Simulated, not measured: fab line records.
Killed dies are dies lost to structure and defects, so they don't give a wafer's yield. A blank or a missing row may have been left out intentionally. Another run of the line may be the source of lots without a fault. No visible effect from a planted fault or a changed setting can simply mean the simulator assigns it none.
A struck lot beside a sound one || flow sky130 || 43 out of 708 route steps
Sound: wafers L441.2, L441.3, L441.4. Struck: wafers L442.3, L442.4, L442.6. The cause is given at the end.
For every step that has rows: the tool of each side, followed by ch and its chambers, followed by its first start. Under that, the readings that differ: sound wafers || struck wafers || difference of the means || sigmas: that difference in standard deviations of wafers without a fault.
alike: readings with means less than 2 such deviations apart, plus words and numbers identical on both sides. not compared: withheld readings, readings lacking a value on some wafer, bounds such as >300 that could conceal the same value, and numbers that have no deviation in the record and whose values overlap.
The two part at a step that has a row with sigmas, a row that says differs or no value, or rows on one side only. Numbers that have no deviation but don't overlap get no sigmas and don't part them. A reading missing from all wafers of one side parts the sides only when that side holds two or more wafers.

first, 3 steps without rows for these wafers: SKY_FIELD_ISO_CLEAN_20 (cleans in dHF, time 20 s); SKY_FIELD_ISO_WET_ETCH_21 (etches SiO2 in dHF, target depth 20 nm, time 400 s); SKY_FIELD_ISO_OXIDATION_22 (stabilise 600 s, purge 300 s, target thk 10 nm).
SKY_FIELD_ISO_THK_MEAS_23:
  sound: filmMetro-01 at day 4 05:26; struck: filmMetro-03 at day 4 09:35
  alike: FIELD_ISO_OXIDATION_01_THK
then, 1 step without rows for these wafers: SKY_FIELD_ISO_CVD_24 (deposits SiO2, target thk 595 nm, time 99.2 s).
SKY_FIELD_ISO_THK_MEAS_25:
  sound: filmMetro-01 at day 4 05:34; struck: filmMetro-02 at day 4 09:43
  alike: FIELD_ISO_CVD_24_THK
then, 1 step without rows for these wafers: SKY_FIELD_ISO_ANNEAL_26 (time 1800 s).
SKY_FIELD_ISO_CMP_27: polishes, stops on Si3N4, t overpolish 16 s, target thk 457.8 nm.
  sound on cmp-02 ch 0,2,3, day 4 08:22; struck on cmp-02 ch 2,3, day 4 11:15
  alike: motorCurrentA, overpolishRunS, timeToEndpointS
then, 4 steps without rows for these wafers: SKY_FIELD_ISO_WET_ETCH_28 (etches SiO2 in dHF, target depth 23.7 nm, time 47 s); SKY_FIELD_ISO_WET_ETCH_29 (etches Si3N4 in H3PO4, target depth 160 nm, time 1825 s); SKY_FIELD_ISO_WET_ETCH_30 (etches SiO2 in dHF, target depth 25 nm, time 50 s); SKY_NWELL_CLEAN_00 (cleans in SC1/SC2, time 150 s).
SKY_NWELL_OXIDATION_01: stabilise 600 s, purge 300 s, target thk 10 nm.
  sound on furnace-02 ch 0, day 4 09:32; struck on furnace-01 ch 0, day 4 12:10
{"reading": "spikeTcBottomC (C)", "sound": "922 921 923", "struck": "914 915 914", "difference": -8, "sigmas": -2}
  alike: spikeTcTopC, tube_center_temp_C_max
SKY_NWELL_THK_MEAS_02:
  sound: filmMetro-03 at day 4 10:56; struck: filmMetro-03 at day 4 13:35
{"reading": "NWELL_OXIDATION_THK (nm)", "sound": "10.02 10.13 9.94", "struck": "9.58 9.70 9.65", "difference": -0.39, "sigmas": -2}
then, 8 steps without rows for these wafers: SKY_DNWELL_DEHYDRATE_00 (time 60 s); SKY_DNWELL_HMDS_01 (prime time 60 s); SKY_DNWELL_COAT_02 (resist thk 3000 nm); SKY_DNWELL_SOFTBAKE_03; SKY_DNWELL_EXPOSE_04 (exposes mask DNM, target cd 3000 nm); SKY_DNWELL_PEB_05; SKY_DNWELL_DEVELOP_06 (develop time 60 s); SKY_DNWELL_IMPLANT_07.
SKY_DNWELL_STRIP_08: strips in O2/N2.
  sound on plasmaAsher-02 ch 0,1, day 5 04:07; struck on plasmaAsher-02 ch 0,1, day 5 06:41
  alike: drypumpMotorCurrentA, oesProductAu, stripTimeToEndpointS
  not compared: rfHoursCounterH
SKY_DNWELL_TW_MEAS_09:
  sound: filmMetro-04 at day 5 04:13; struck: filmMetro-03 at day 5 06:46
{"reading": "DNWELL_TW", "sound": "1119 1117 1123", "struck": "1107 1099 1106", "difference": -16, "sigmas": -2}
then, 7 steps without rows for these wafers: SKY_PWDE_DEHYDRATE_00 (time 60 s); SKY_PWDE_HMDS_01 (prime time 60 s); SKY_PWDE_COAT_02 (resist thk 3000 nm); SKY_PWDE_SOFTBAKE_03; SKY_PWDE_EXPOSE_04 (exposes mask PWDEM, target cd 840 nm); SKY_PWDE_PEB_05; SKY_PWDE_DEVELOP_06 (develop time 60 s).
SKY_PWDE_OVL_MEAS_07:
  sound: overlay-01 at day 5 22:07; struck: overlay-02 at day 6 01:01
  alike: PWDE_OVL
following that, these wafers have no rows for 1 step: SKY_PWDE_IMPLANT_08.
SKY_PWDE_STRIP_09: strips in O2/N2.
  sound on plasmaAsher-04 ch 0,1, day 5 22:17; struck on plasmaAsher-03 ch 0,1, day 6 01:14
  alike: drypumpMotorCurrentA, oesProductAu, stripTimeToEndpointS
  not compared: rfHoursCounterH
SKY_PWDE_TW_MEAS_10:
  sound: filmMetro-03 at day 5 22:24; struck: filmMetro-03 at day 6 01:19
{"reading": "PWDE_TW", "sound": "368.5 369.4 369.1", "struck": "376.1 373.3 376.4", "difference": "+6.3", "sigmas": "+3"}
then, 7 steps without rows for these wafers: SKY_NWELL_DEHYDRATE_03 (time 60 s); SKY_NWELL_HMDS_04 (prime time 60 s); SKY_NWELL_COAT_05 (resist thk 3000 nm); SKY_NWELL_SOFTBAKE_06; SKY_NWELL_EXPOSE_07 (exposes mask NWM, target cd 840 nm); SKY_NWELL_PEB_08; SKY_NWELL_DEVELOP_09 (develop time 60 s).
-- the record jumps here: 42 days lie between the struck wafers' starts before and after (it left off in module NWELL and takes up again in module PAD_OPEN, whose first step shown is number 708 of the route) --
SKY_PAD_OPEN_PROBE_99:
  sound: prober-02 at day 47 22:57; struck: prober-02 at day 48 03:34
{"reading": "model.etest.diodeNwellSub.leakLog10ACm2", "sound": "-7.411 -7.083 -7.568", "struck": "-6.603 -6.756 -6.801", "difference": "+0.634", "sigmas": ""}
{"reading": "model.etest.diodeDnwellSub.leakLog10ACm2", "sound": "-7.476 -7.482 -7.412", "struck": "-6.612 -6.705 -6.924", "difference": "+0.710", "sigmas": ""}
{"reading": "model.etest.diodePwellDnwell.leakLog10ACm2", "sound": "-7.463 -7.518 -7.323", "struck": "-7.197 -7.198 -6.852", "difference": "+0.352", "sigmas": ""}
{"reading": "model.etest.diodeNdiffPwellHv.leakLog10ACm2", "sound": "-6.695 -6.92 -6.695", "struck": "-6.299 -6.524 -6.436", "difference": "+0.350", "sigmas": ""}
{"reading": "model.etest.diodeNdiffPwell.leakLog10ACm2", "sound": "-7.514 -7.563 -7.415", "struck": "-6.926 -7.234 -6.786", "difference": "+0.515", "sigmas": ""}
  alike: killed_at_M0_to_M3, killed_at_M4_up, killedAtContacts, killedAtFrontEnd, killedAtOther, killedDies, killedOnRim, killedOpen, killedShort
  not compared: model.etest.capOno.gateBvV, model.etest.capThickOxide.gateBvV, model.etest.diodePdiffNwellHv.leakLog10ACm2

## WHERE THEY PART
Earliest at SKY_NWELL_OXIDATION_01; latest, in this record, at SKY_PWDE_TW_MEAS_10. Later steps at which nothing parts them and some readings are alike: SKY_PAD_OPEN_PROBE_99.

WHY: the cause the simulator had injected
Metallic contamination source: furnace-01, from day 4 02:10 on, at SKY_NWELL_OXIDATION_01. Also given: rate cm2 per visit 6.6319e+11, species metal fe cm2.
